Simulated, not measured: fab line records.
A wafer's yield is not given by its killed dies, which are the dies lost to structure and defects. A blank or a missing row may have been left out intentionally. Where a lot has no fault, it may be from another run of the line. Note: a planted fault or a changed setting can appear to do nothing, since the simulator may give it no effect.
fab line records -- flow sky130
record lots=6, wafers=18, last_day=49
route steps=708 shown FIELD_ISO@5 PAD_OPEN@708
lots that met no fault: from a run of the same line without faults
start_h: hours from the record's first day to the start of the lot's first wafer shown -- wait_h: hours since the lot's step before -- " as in the row above -- L1.1+2: one row covering several wafers at once -- - either no value or no given start -- * or withheld: withheld -- < > ~ a bound
route shown NAME@n: NAME is a module with steps in the file, n the number in the route of the first one -- usual: the fault-free wafers' mean and standard deviation -- same: alike in all rows -- chamber/n: place in a boat -- sites: per-site readings -- _std_site: how widely they spread, as a standard deviation -- _edge_site: mean of outer sites minus mean of inner sites -- radius_mm: for every site, how far away it sits from the centre of the wafer -- mask NAME#n: copy n -- behind: the tool/chamber that last shaped the wafer -- hold: cause of the lot's hold/its duration in hours/its outcome -- device: the n, p or np transistor that did not switch -- end of line: the same wafers' tests at the end of the route -- step lacking rows: just its recipe -- killed: count of dies lost to structure and defects at first sort (not the wafer's yield) -- map: shows each die of a wafer: x if killed, . if not, _ if none is there
set.NAME: the setting the step ran with; set.NAME@STEP: the setting that earlier step ran with -- model.NAME: the simulator's own value behind a step, which no gauge read
lots seen at some steps along the route; tables by step, rows by wafer
services: from which hour (start_h, from the record's first day; less than 0 if before it) a tool's chamber was out of use, for how many hours, and why
## steps
# step SKY_FIELD_ISO_THK_MEAS_04
# recipe reads=Si3N4_of_FIELD_ISO_CVD_03
# usual FIELD_ISO_CVD_03_THK=164.7/1.5
lot.wafer,tool,chamber,start_h,wait_h,FIELD_ISO_CVD_03_THK[nm]
L356.2,film_metro-02,-,48.49,0.0,164.6
L356.4,film_metro-02,-,48.49,0.0,165.4
L356.5,film_metro-02,-,48.49,0.0,165.0
L362.1,film_metro-01,-,79.51,0.0,162.9
L362.3,film_metro-01,-,79.51,0.0,164.7
L362.5,film_metro-01,-,79.51,0.0,164.5
L364.1,film_metro-01,-,88.48,0.0,165.4
L364.4,film_metro-01,-,88.48,0.0,165.3
L364.5,film_metro-01,-,88.48,0.0,165.5
L366.1,film_metro-02,-,99.32,0.0,163.7
L366.4,film_metro-02,-,99.32,0.0,164.4
L366.6,film_metro-02,-,99.32,0.0,164.3
L367.1,film_metro-02,-,103.84,0.0,166.5
L367.2,film_metro-02,-,103.84,0.0,166.4
L367.4,film_metro-02,-,103.84,0.0,166.0
L368.2,film_metro-02,-,110.19,0.0,163.1
L368.4,film_metro-02,-,110.19,0.0,162.3
L368.5,film_metro-02,-,110.19,0.0,164.3
# step SKY_FIELD_ISO_DEHYDRATE_05
# recipe temp_c=200, time_s=60
# step SKY_FIELD_ISO_HMDS_06
# recipe prime_time_s=60, prime_temp_c=120
# step SKY_FIELD_ISO_COAT_07
# recipe resist=BARC, temp_c=withheld, time_s=withheld, spin_rpm=3000, resist_thk_nm=60
# step SKY_FIELD_ISO_COAT_08
# recipe resist=KrF-thick, spin_rpm=3000, resist_thk_nm=457.5
# step SKY_FIELD_ISO_SOFTBAKE_09
# recipe temp_c=100, time_s=90, resist=KrF-thick
# step SKY_FIELD_ISO_EXPOSE_10
# recipe mask_id=FOM, na=0.68, source_shape=annular, sigma_inner=0.4, sigma_outer=0.8, target_cd_nm=150, dose_mj=28
# step SKY_FIELD_ISO_PEB_11
# recipe peb_temp_c=withheld, peb_time_s=withheld, resist=KrF-thick
# step SKY_FIELD_ISO_DEVELOP_12
# recipe develop_time_s=60, resist=KrF-thick, dev_temp_c=21
# step SKY_FIELD_ISO_CD_MEAS_13
# recipe target_cd_nm=150
# usual cd_nm=150.5/1.4
lot.wafer,tool,chamber,start_h,wait_h,cd_nm
L356.2,cd_sem-01,-,64.84,-,150.8
L356.4,cd_sem-01,-,64.84,-,151.3
L356.5,cd_sem-01,-,64.84,-,152.0
L362.1,cd_sem-01,-,96.55,-,149.8
L362.3,cd_sem-01,-,96.55,-,151.2
L362.5,cd_sem-01,-,96.55,-,150.3
L364.1,cd_sem-01,-,106.32,-,149.4
L364.4,cd_sem-01,-,106.32,-,151.5
L364.5,cd_sem-01,-,106.32,-,150.7
L366.1,cd_sem-01,-,117.50,-,152.1
L366.4,cd_sem-01,-,117.50,-,151.4
L366.6,cd_sem-01,-,117.50,-,149.8
L367.1,cd_sem-01,-,122.22,-,150.3
L367.2,cd_sem-01,-,122.22,-,149.9
L367.4,cd_sem-01,-,122.22,-,150.6
L368.2,cd_sem-01,-,128.27,-,148.8
L368.4,cd_sem-01,-,128.27,-,148.1
L368.5,cd_sem-01,-,128.27,-,149.4
# step SKY_FIELD_ISO_ETCH_14
# recipe chemistry=N2/H2, target=BARC, ion_energy_ev=200, source_w=500, bias_w=100, pressure_mtorr=30, n2_flow_sccm=100, h2_flow_sccm=200, stop_on=SiO2, time_s=45.9, target_depth_a=600
# usual drypump_motor_current_A=5.8/0.48, oes_product_au=0.855/0.0048, rf_fwd_power_W=494.9/1.8, throttle_valve_pct=13.226/0.0078
lot.wafer,tool,chamber,start_h,wait_h,drypump_motor_current_A,oes_product_au,rf_fwd_power_W,rf_hours_counter_h,throttle_valve_pct
L356.2,rie_diel-02,0,64.94,0.1,6.3,0.848,492.0,76,13.245
L356.4,rie_diel-02,1,64.94,0.1,5.7,0.860,493.6,136,13.222
L356.5,rie_diel-02,2,64.94,0.1,5.8,0.851,497.3,-,13.220
L362.1,rie_diel-04,2,96.67,0.1,5.4,0.857,495.8,0,13.220
L362.3,rie_diel-04,1,96.67,0.1,6.4,0.852,494.4,104,13.234
L362.5,rie_diel-04,2,96.67,0.1,5.4,0.853,496.0,-,13.236
L364.1,rie_diel-03,1,106.44,0.1,5.1,0.855,496.2,80,13.229
L364.4,rie_diel-03,3,106.44,0.1,5.6,0.852,495.8,148,13.226
L364.5,rie_diel-03,2,106.44,0.1,5.5,0.849,493.9,-,13.232
L366.1,rie_diel-03,1,117.62,0.1,5.1,0.851,494.0,80,13.228
L366.4,rie_diel-03,0,117.62,0.1,6.1,0.852,493.5,72,13.241
L366.6,rie_diel-03,2,117.62,0.1,5.5,0.851,495.8,-,13.224
L367.1,rie_diel-03,3,122.34,0.1,5.6,0.859,495.3,148,13.228
L367.2,rie_diel-03,2,122.34,0.1,5.5,0.853,497.8,153,13.240
L367.4,rie_diel-03,1,122.34,0.1,5.1,0.857,495.1,80,13.231
L368.2,rie_diel-02,0,128.37,0.1,6.2,0.857,490.0,77,13.219
L368.4,rie_diel-02,2,128.37,0.1,5.8,0.852,492.4,78,13.227
L368.5,rie_diel-02,1,128.37,0.1,5.7,0.864,498.0,-,13.216
# step SKY_FIELD_ISO_ETCH_15
# recipe chemistry=CHF3/O2, target_depth_nm=180, stop_on=Si, source_w=600, bias_w=200, pressure_mtorr=40, chf3_flow_sccm=50, O2_flow_sccm=5, time_s=73.54
# usual drypump_motor_current_A=5.8/0.49, oes_product_au=0.942/0.0065, throttle_valve_pct=8.843/0.0096
lot.wafer,tool,chamber,start_h,wait_h,drypump_motor_current_A,oes_product_au,rf_hours_counter_h,throttle_valve_pct
L356.2,rie_diel-02,0,64.98,0.0,6.2,0.940,76,8.857
L356.4,rie_diel-02,1,64.98,0.0,5.7,0.942,136,8.837
L356.5,rie_diel-02,2,64.98,0.0,5.8,0.945,-,8.855
L362.1,rie_diel-04,2,96.72,0.0,5.4,0.939,1,8.840
L362.3,rie_diel-04,1,96.72,0.0,6.4,0.942,104,8.851
L362.5,rie_diel-04,2,96.72,0.0,5.4,0.943,-,8.848
L364.1,rie_diel-03,1,106.48,0.0,5.1,0.939,80,8.852
L364.4,rie_diel-03,3,106.48,0.0,5.7,0.939,148,8.839
L364.5,rie_diel-03,2,106.48,0.0,5.5,0.943,-,8.847
L366.1,rie_diel-03,1,117.67,0.0,5.1,0.936,80,8.844
L366.4,rie_diel-03,0,117.67,0.0,6.0,0.941,72,8.843
L366.6,rie_diel-03,2,117.67,0.0,5.5,0.932,-,8.854
L367.1,rie_diel-03,3,122.38,0.0,5.6,0.945,148,8.856
L367.2,rie_diel-03,2,122.38,0.0,5.5,0.950,153,8.850
L367.4,rie_diel-03,1,122.38,0.0,5.1,0.948,80,8.862
L368.2,rie_diel-02,0,128.42,0.0,6.3,0.940,77,8.841
L368.4,rie_diel-02,2,128.42,0.0,5.8,0.942,78,8.826
L368.5,rie_diel-02,1,128.42,0.0,5.7,0.947,-,8.844
# step SKY_FIELD_ISO_STRIP_16
# recipe chemistry=O2/N2, power_w=1400, pressure_mtorr=1500, platen_temp_c=withheld, o2_flow_sccm=3000, n2_flow_sccm=300, overash_fraction=0.5
# usual drypump_motor_current_A=5.8/0.42, oes_product_au=0.379/0.0048, strip_time_to_endpoint_s=3.594/0.029
lot.wafer,tool,chamber,start_h,wait_h,drypump_motor_current_A,oes_product_au,rf_hours_counter_h,strip_time_to_endpoint_s
L356.2,plasma_asher-03,0,65.04,0.0,5.6,0.376,38,3.611
L356.4,plasma_asher-03,0,65.04,0.0,5.6,0.377,-,3.569
L356.5,plasma_asher-03,0,65.04,0.0,5.6,0.378,-,3.598
L362.1,plasma_asher-02,0,96.77,0.0,5.8,0.378,41,3.622
L362.3,plasma_asher-02,0,96.77,0.0,5.8,0.371,-,3.603
L362.5,plasma_asher-02,0,96.77,0.0,5.8,0.377,-,3.639
L364.1,plasma_asher-02,0,106.54,0.0,5.7,0.381,42,3.540
L364.4,plasma_asher-02,1,106.54,0.0,6.0,0.378,-,4.229
L364.5,plasma_asher-02,0,106.54,0.0,5.7,0.371,-,3.600
L366.1,plasma_asher-04,0,117.72,0.0,5.8,0.383,43,3.566
L366.4,plasma_asher-04,1,117.72,0.0,4.9,0.377,-,3.579
L366.6,plasma_asher-04,1,117.72,0.0,4.9,0.383,-,3.560
L367.1,plasma_asher-03,1,122.44,0.0,6.3,0.382,44,3.588
L367.2,plasma_asher-03,0,122.44,0.0,5.6,0.378,44,3.596
L367.4,plasma_asher-03,0,122.44,0.0,5.6,0.385,-,3.579
L368.2,plasma_asher-02,1,128.47,0.0,6.1,0.380,1,4.252
L368.4,plasma_asher-02,1,128.47,0.0,6.1,0.380,-,4.283
L368.5,plasma_asher-02,0,128.47,0.0,5.7,0.386,-,3.611
# step SKY_FIELD_ISO_ETCH_17
# recipe target_depth_a=3420, mask_material=Si3N4, chemistry=HBr/Cl2/O2, target=Si, taper_deg=5, icp_w=600, bias_w=150, pressure_mtorr=15, HBr_flow_sccm=150, Cl2_flow_sccm=40, O2_flow_sccm=6, time_s=97.7
# usual drypump_motor_current_A=5.5/0.46, mfc_cl2_sccm=39.98/0.12, oes_product_au=1.001/0.0068, rf_fwd_power_W=596.1/2.2, throttle_valve_pct=25.655/0.0093
lot.wafer,tool,chamber,start_h,wait_h,drypump_motor_current_A,mfc_cl2_sccm,oes_product_au,rf_fwd_power_W,rf_hours_counter_h,throttle_valve_pct
L356.2,rie_si-01,1,65.14,0.1,6.0,39.79,1.001,594.3,35,25.658
L356.4,rie_si-01,0,65.14,0.1,5.0,39.89,1.004,595.0,1,25.651
L356.5,rie_si-01,1,65.14,0.1,6.0,39.94,1.002,592.6,-,25.661
L362.1,rie_si-02,1,96.87,0.1,6.3,40.22,1.008,599.0,66,25.640
L362.3,rie_si-02,3,96.87,0.1,5.4,39.92,0.996,592.9,6,25.661
L362.5,rie_si-02,3,96.87,0.1,5.4,39.77,0.997,595.1,-,25.658
L364.1,rie_si-02,2,106.64,0.1,5.2,40.09,1.005,594.5,0,25.645
L364.4,rie_si-02,1,106.64,0.1,6.3,40.01,1.005,598.6,66,25.650
L364.5,rie_si-02,1,106.64,0.1,6.2,39.92,1.001,597.4,-,25.655
L366.1,rie_si-02,2,117.82,0.1,5.2,39.99,1.006,595.1,0,25.667
L366.4,rie_si-02,1,117.82,0.1,6.2,40.06,1.001,596.6,66,25.658
L366.6,rie_si-02,0,117.82,0.1,5.5,40.08,1.002,597.1,-,25.659
L367.1,rie_si-01,0,122.54,0.1,5.0,39.88,1.000,597.5,1,25.631
L367.2,rie_si-01,3,122.54,0.1,5.2,40.20,1.000,595.2,2,25.667
L367.4,rie_si-01,1,122.54,0.1,6.0,40.20,0.999,590.2,35,25.659
L368.2,rie_si-02,3,128.57,0.1,5.4,40.12,1.007,597.0,7,25.665
L368.4,rie_si-02,2,128.57,0.1,5.2,39.94,1.018,594.3,0,25.646
L368.5,rie_si-02,1,128.57,0.1,6.2,39.80,1.006,595.6,-,25.646
# step SKY_PAD_OPEN_PROBE_99
# usual killed_at_M0_to_M3=45/7.9, killed_at_M4_up=2.9/1.8, killed_at_contacts=25/5.5, killed_at_front_end=16/4.4, killed_at_other=0.3/0.58, killed_dies=89/9.4, killed_open=49/6.8, killed_short=40/6.3
# same gross_dies=492, killed_at_back_side=0
lot.wafer,tool,chamber,start_h,wait_h,killed_at_M0_to_M3,killed_at_M4_up,killed_at_contacts,killed_at_front_end,killed_at_other,killed_dies,killed_open,killed_short
L362.1,prober-01,-,1151.44,0.1,41,5,31,21,0,98,53,45
L362.3,prober-01,-,1151.54,0.2,41,1,27,25,0,94,57,35
L362.5,prober-01,-,1151.64,0.2,33,4,28,17,0,82,41,40
L364.1,prober-01,-,1159.01,0.1,47,3,30,16,1,97,52,44
L364.4,prober-01,-,1159.16,0.2,45,3,20,21,0,89,42,46
L364.5,prober-01,-,1159.21,0.2,38,3,24,13,0,78,37,41
L367.1,prober-02,-,1175.89,0.1,59,4,24,20,0,107,51,56
L367.2,prober-02,-,1175.94,0.1,56,7,25,13,2,103,51,51
L367.4,prober-02,-,1176.04,0.2,49,2,21,17,0,89,61,28
# killed by level:class
L362.1 CONTACT:geometric_particle:open=11 VIA1:geometric_particle:open=9 FIELD_ISO:geometric_particle:open=8 LI_CONTACT:geometric_particle:open=7 VIA2:geometric_particle:open=6 CONTACT:geometric_particle:short=6 METAL1:geometric_particle:short=5 METAL2:geometric_particle:short=5
L362.3 CONTACT:geometric_particle:open=12 LI_CONTACT:geometric_particle:open=9 FIELD_ISO:geometric_particle:open=8 VIA3:geometric_particle:open=8 FIELD_ISO:geometric_particle:short=7 METAL1:geometric_particle:short=7 VIA1:geometric_particle:short=7 METAL2:geometric_particle:short=6
L362.5 CONTACT:geometric_particle:open=8 FIELD_ISO:geometric_particle:open=6 LI_CONTACT:geometric_particle:open=6 LOCAL_INTERCONNECT:geometric_particle:short=6 VIA2:geometric_particle:open=6 METAL2:geometric_particle:short=5 CONTACT:geometric_particle:short=4 LI_CONTACT:geometric_particle:short=4
L364.1 VIA1:geometric_particle:open=13 CONTACT:geometric_particle:open=12 LI_CONTACT:geometric_particle:open=9 VIA3:geometric_particle:open=7 METAL2:geometric_particle:short=6 VIA3:geometric_particle:short=6 CONTACT:geometric_particle:short=5 VIA1:geometric_particle:short=5
L364.4 VIA3:geometric_particle:open=9 VIA1:geometric_particle:open=8 CONTACT:geometric_particle:open=8 VIA1:geometric_particle:short=7 CONTACT:geometric_particle:short=6 FIELD_ISO:geometric_particle:short=5 POLY_GATE:geometric_particle:short=5 METAL1:geometric_particle:short=4
L364.5 CONTACT:geometric_particle:open=13 VIA1:geometric_particle:short=7 VIA1:geometric_particle:open=7 CONTACT:geometric_particle:short=6 METAL1:geometric_particle:short=5 POLY_GATE:geometric_particle:open=4 LOCAL_INTERCONNECT:geometric_particle:short=4 METAL2:geometric_particle:short=4
L367.1 VIA2:geometric_particle:open=16 CONTACT:geometric_particle:open=11 FIELD_ISO:geometric_particle:short=10 METAL2:geometric_particle:short=10 METAL1:geometric_particle:short=8 VIA1:geometric_particle:short=7 LI_CONTACT:geometric_particle:open=6 VIA1:geometric_particle:open=6
L367.2 VIA1:geometric_particle:open=11 METAL2:geometric_particle:short=11 CONTACT:geometric_particle:open=9 LI_CONTACT:geometric_particle:open=8 VIA1:geometric_particle:short=8 METAL4:geometric_particle:short=6 VIA2:geometric_particle:open=6 VIA3:geometric_particle:open=5
L367.4 VIA1:geometric_particle:open=18 LI_CONTACT:geometric_particle:open=8 VIA1:geometric_particle:short=7 FIELD_ISO:geometric_particle:open=6 CONTACT:geometric_particle:open=6 VIA2:geometric_particle:open=6 METAL2:geometric_particle:short=5 VIA3:geometric_particle:open=5
## services
tool,chamber,start_h,hours,kind
rie_diel-02,-,45.71,0.5,repair
rie_diel-04,2,46.97,-,clean
rie_diel-04,2,46.97,16.9,scheduled_down
rie_diel-04,2,46.97,16.9,vent_cycle
plasma_asher-02,-,50.92,12.2,repair
rie_diel-03,-,58.36,0.4,repair
rie_si-02,0,60.34,3.3,repair
plasma_asher-04,-,62.36,23.2,repair
plasma_asher-02,-,63.09,2.8,pm
rie_si-02,2,64.79,-,clean
rie_si-02,2,64.79,13.8,scheduled_down
rie_si-02,2,64.79,13.8,vent_cycle
rie_diel-03,-,87.21,0.6,repair
plasma_asher-02,-,108.75,9.0,pm
plasma_asher-02,0,108.75,9.0,vent_cycle
plasma_asher-02,1,108.75,9.0,vent_cycle
rie_diel-03,1,109.42,2.4,repair
rie_diel-02,-,111.88,0.5,repair
plasma_asher-02,0,117.75,-,clean
plasma_asher-02,1,117.75,-,clean
## key
first_sign step=SKY_FIELD_ISO_STRIP_16, reading=strip_time_to_endpoint_s, direction=up, sigmas=23, usual=*, struck=*
effect none on later readings
met_at SKY_FIELD_ISO_STRIP_16
struck_wafers L364.4,L368.2,L368.4
tester_left_out L364,L368
fault kind=process_parameter_drift, tool=plasma_asher-02, chamber=1, onset_h=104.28, steps=SKY_FIELD_ISO_STRIP_16, channel=power_w, offset=*, shape=step, end_h=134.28, acts_in=*, stated=*
# tester_left_out: of these lots the tester's yield and bins aren't shown, on N5 and GAA mostly nor the transistor test; their killed dies are dies lost to structure and defects alone, not to doping, threshold or leakage, so they don't give the yield
